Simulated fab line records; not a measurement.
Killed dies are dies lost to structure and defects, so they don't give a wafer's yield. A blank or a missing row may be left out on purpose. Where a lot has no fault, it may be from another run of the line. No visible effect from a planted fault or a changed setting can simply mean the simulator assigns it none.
Matching of chambers | flow sky130 | SKY_VIA3_ETCH_14 on rie_diel-04 has 4 sister chambers
The step etches BARC in N2/H2, stops on SiO2, time 45.9 s, target depth 60 nm. 8 wafers are shown with their chamber, then 8 later ones without.

EACH WAFER AND ITS CHAMBER
wafer  | chamber | drypump_motor_current_A (A) | oes_product_au (a.u.)
L074.3 | 2       | 6.3                         | 0.857
L076.3 | 2       | 6.4                         | 0.858
L076.4 | 3       | 5.6                         | 0.855
L087.3 | 0       | 5.2                         | 0.857
L087.5 | 3       | 5.6                         | 0.850
L089.5 | 0       | 5.2                         | 0.865
L089.6 | 1       | 5.0                         | 0.857
L093.3 | 1       | 5.0                         | 0.848

WAFERS WITH NO CHAMBER GIVEN
wafer  | drypump_motor_current_A (A) | oes_product_au (a.u.)
L093.4 | 5.2                         | 0.851
L093.5 | 6.4                         | 0.855
L094.1 | 5.0                         | 0.854
L094.2 | 5.6                         | 0.846
L094.6 | 6.4                         | 0.853
L095.1 | 5.0                         | 0.856
L095.2 | 6.4                         | 0.854
L095.4 | 5.6                         | 0.855

WHICH CHAMBER EACH WENT THROUGH
wafer  | from the rows above | in truth
L093.4 | 0                   | 0
L093.5 | 2                   | 2
L094.1 | 1                   | 1
L094.2 | 3                   | 3
L094.6 | 2                   | 2
L095.1 | 1                   | 1
L095.2 | 2                   | 2
L095.4 | 3                   | 3
Placed correctly: 8 of 8. Left unplaced by these rows: 0. Wrongly placed: 0.
How it was worked out, from the rows above alone: a wafer's distance from a chamber is the root of the sum, over the readings, of the square of ((its reading less the chamber's mean) divided by the reading's scatter). The wafer belongs to the nearest chamber; if the next one is less than 2 further off, it can't be placed. Each chamber's mean is taken over the wafers shown for it. How the scatter is found: for the shown wafers, subtract from each reading the mean of its chamber, square and add these, divide the total by (wafers less chambers), then take the root.
